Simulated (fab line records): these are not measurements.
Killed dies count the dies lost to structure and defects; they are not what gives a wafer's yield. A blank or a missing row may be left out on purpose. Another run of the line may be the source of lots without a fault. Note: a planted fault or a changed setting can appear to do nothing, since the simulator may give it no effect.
Commonality check across tools | flow sky130 | Lots sampled 14, wafers sampled 42

## REASON IT WAS OPENED
SKY_LDD_HVN_TW_MEAS_10, reading LDD_HVN_TW: flagged on 2 of 14 lots. Wafers without a fault read 1438, standard deviation 12.
Rule: a lot is flagged in two cases, either no wafer of it has a number, or all its wafers with numbers fall more than 4 standard deviations from that mean. The other lots count as sound.

lot  | measured     | on            | LDD_HVN_TW, wafer by wafer | flag
L438 | day 20 14:35 | film-metro-04 | 1458 1459 1457             |
L440 | day 21 05:01 | film-metro-02 | 1424 1429 1430             |
L442 | day 23 10:16 | film-metro-03 | 1431 1433 1444             |
L444 | day 23 18:58 | film-metro-04 | 1441 1447 1454             |
L446 | day 24 11:28 | film-metro-03 | 1290 1290 1294             | FLAGGED
L447 | day 24 13:07 | film-metro-04 | 1291 1294 1292             | FLAGGED
L453 | day 26 05:04 | film-metro-02 | 1423 1428 1436             |
L452 | day 26 10:38 | film-metro-04 | 1443 1448 1437             |
L455 | day 26 19:52 | film-metro-02 | 1427 1430 1426             |
L456 | day 27 04:19 | film-metro-02 | 1432 1428 1421             |
L457 | day 27 06:25 | film-metro-04 | 1458 1462 1452             |
L459 | day 28 08:56 | film-metro-02 | 1424 1423 1421             |
L460 | day 28 11:10 | film-metro-03 | 1442 1446 1456             |
L461 | day 28 14:53 | film-metro-03 | 1443 1448 1445             |
On average the flagged lots' numbers are 1292, which is -146 against the usual, or -12 standard deviations.

## EACH LOT AND THE TOOL IT RAN ON
The record keeps 1 process step preceding the reading, out of 708 steps on the route. Cell contents, in order: the tool; ch with the chambers the sampled wafers went through; the start.
lot  | flag    | SKY_LDD_HVN_IMPLANT_08
L438 |         | implanter-01 ch 0, day 20 14:22
L440 |         | implanter-04 ch 0, day 21 04:47
L442 |         | implanter-01 ch 0, day 23 10:02
L444 |         | implanter-01 ch 0, day 23 18:43
L446 | FLAGGED | implanter-01 ch 0, day 24 11:14
L447 | FLAGGED | implanter-01 ch 0, day 24 12:53
L453 |         | implanter-03 ch 0, day 26 04:49
L452 |         | implanter-03 ch 0, day 26 10:25
L455 |         | implanter-03 ch 0, day 26 19:37
L456 |         | implanter-04 ch 0, day 27 04:05
L457 |         | implanter-03 ch 0, day 27 06:10
L459 |         | implanter-01 ch 0, day 28 08:44
L460 |         | implanter-01 ch 0, day 28 10:55
L461 |         | implanter-03 ch 0, day 28 14:41
What the steps here do:
- SKY_LDD_HVN_IMPLANT_08
- SKY_LDD_HVN_TW_MEAS_10

## FLAGGED OVER TOTAL, TOOL BY TOOL (the gauges that took the reading come last)
step                   | tool          | lots run | flagged | share of the flagged lots | sound lots run after its first flagged lot
SKY_LDD_HVN_IMPLANT_08 | implanter-01  | 7        | 2       | all                       | 2 (L459,L460)
SKY_LDD_HVN_IMPLANT_08 | implanter-03  | 5        | 0       | none                      | -
SKY_LDD_HVN_IMPLANT_08 | implanter-04  | 2        | 0       | none                      | -
SKY_LDD_HVN_TW_MEAS_10 | film-metro-02 | 5        | 0       | none                      | -
SKY_LDD_HVN_TW_MEAS_10 | film-metro-03 | 4        | 1       | some                      | 2 (L460,L461)
SKY_LDD_HVN_TW_MEAS_10 | film-metro-04 | 5        | 1       | some                      | 2 (L452,L457)

## THE TABLE: WHAT IT ALLOWS
Rows of the table that ran each flagged lot: 1, that is implanter-01 at SKY_LDD_HVN_IMPLANT_08.
- implanter-01 at SKY_LDD_HVN_IMPLANT_08: 2 of its 7 lots flagged. Sound lots followed the first flagged one (L459, L460) on it, something a lasting fault affecting the whole tool could not allow. Its own readings lie more than 4 standard deviations out on every wafer of the flagged lots: tilt-deg.
No row of the table ran every flagged lot and no sound lot after the first.

## WHAT THE SIMULATOR HAD PUT IN
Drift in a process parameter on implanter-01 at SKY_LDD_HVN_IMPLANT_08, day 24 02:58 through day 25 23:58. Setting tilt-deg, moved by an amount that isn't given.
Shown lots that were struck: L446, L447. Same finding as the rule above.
